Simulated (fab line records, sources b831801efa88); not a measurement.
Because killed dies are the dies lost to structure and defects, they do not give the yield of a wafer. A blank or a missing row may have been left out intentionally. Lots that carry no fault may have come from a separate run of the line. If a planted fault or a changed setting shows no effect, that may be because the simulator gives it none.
Struck lot and sound lot, side by side :: flow gf180mcu :: 17 steps out of a route of 602
Sound: these wafers, L304.1, L304.2, L304.4. Struck: wafers L316.1, L316.5, L316.6. At the end, the cause is stated.
Each step with rows lists, per side, the tool, then ch with its chambers, then its first start. Under that, the readings that differ: sound wafers :: struck wafers :: difference of the means :: sigmas: that difference in standard deviations of wafers without a fault.
alike: a reading whose means differ by less than 2 such deviations, as well as words and numbers matching on both sides. not compared: withheld readings; readings where some wafer has no value; bounds like >300 that might hide an equal value; numbers whose values overlap and for which the record gives no deviation.
A row with sigmas, a row that says differs or no value, or rows on one side alone: a step with any of these is where the two part. Numbers that don't overlap but have no deviation are shown without sigmas and don't part them. Lack of a reading on every wafer of one side parts them only where that side has two or more wafers.

GF_DUAL_GATE_OVL_MEAS_11:
  sound on overlay-01 at day 8 13:38; struck on overlay-01 at day 12 01:38
  alike: DUAL_GATE_OVL
then, 1 step without rows for these wafers: GF_DUAL_GATE_WET_ETCH_12 (etches SiO2 in dHF, target depth 13 nm, time 260 s).
GF_DUAL_GATE_STRIP_13: strips in O2/N2.
  sound on plasmaAsher-01 ch 0,1, day 8 13:46; struck on plasmaAsher-01 ch 0,1, day 12 01:46
  alike: drypumpMotorCurrentA, heaterPowerW, o2FlowSccm, oesProductAu, platenTempC, stripTimeToEndpointS
  not compared: rfHoursCounterH
then, 3 steps without rows for these wafers: GF_DUAL_GATE_CLEAN_14 (cleans in SC1/SC2, time 150 s); GF_DUAL_GATE_OXIDATION_15 (stabilise 600 s, purge 300 s, target thk 7.098 nm); GF_POLY_GATE_CVD_00 (deposits poly-Si, target thk 200 nm, time 1200 s).
GF_POLY_GATE_THK_MEAS_01:
  sound on filmMetro-01 at day 8 18:31; struck on filmMetro-04 at day 12 04:51
  alike: POLY_GATE_CVD_00_THK
then, 4 steps without rows for these wafers: GF_POLY_GATE_DEHYDRATE_02 (time 60 s); GF_POLY_GATE_HMDS_03 (prime time 60 s); GF_POLY_GATE_COAT_04; GF_POLY_GATE_COAT_05 (resist thk 700 nm).
GF_POLY_GATE_SOFTBAKE_06: time 61.88 s.
  sound: lithoTrack-02 ch 0; struck: lithoTrack-02 ch 0
  alike: chillPlateTempC, plateSensorTCentreC, plateSensorTEdgeC
GF_POLY_GATE_EXPOSE_07: exposes mask Poly2, target cd 280 nm.
  sound on krfScanner-02 ch 0, day 9 02:32; struck on krfScanner-02 ch 0, day 12 14:34
  alike: mask
then, 2 steps without rows for these wafers: GF_POLY_GATE_PEB_08 (peb time 90 s); GF_POLY_GATE_DEVELOP_09 (develop time 60 s).
GF_POLY_GATE_CD_MEAS_10: the cd target is 280 nm.
  sound on cdSem-01 at day 9 11:25; struck on cdSem-02 at day 13 00:53
reading: cdNm (nm)
sound: 280.8 280.0 279.7
struck: 185.2 193.0 209.1
difference: -84.4
sigmas: -84
  not compared: hold
after that, 1 step had no rows for these wafers: GF_PASSIVATION_PROBE_99.

== WHERE THEY PART ==
GF_POLY_GATE_CD_MEAS_10 only, going by this record.

WHY: the cause the simulator had injected
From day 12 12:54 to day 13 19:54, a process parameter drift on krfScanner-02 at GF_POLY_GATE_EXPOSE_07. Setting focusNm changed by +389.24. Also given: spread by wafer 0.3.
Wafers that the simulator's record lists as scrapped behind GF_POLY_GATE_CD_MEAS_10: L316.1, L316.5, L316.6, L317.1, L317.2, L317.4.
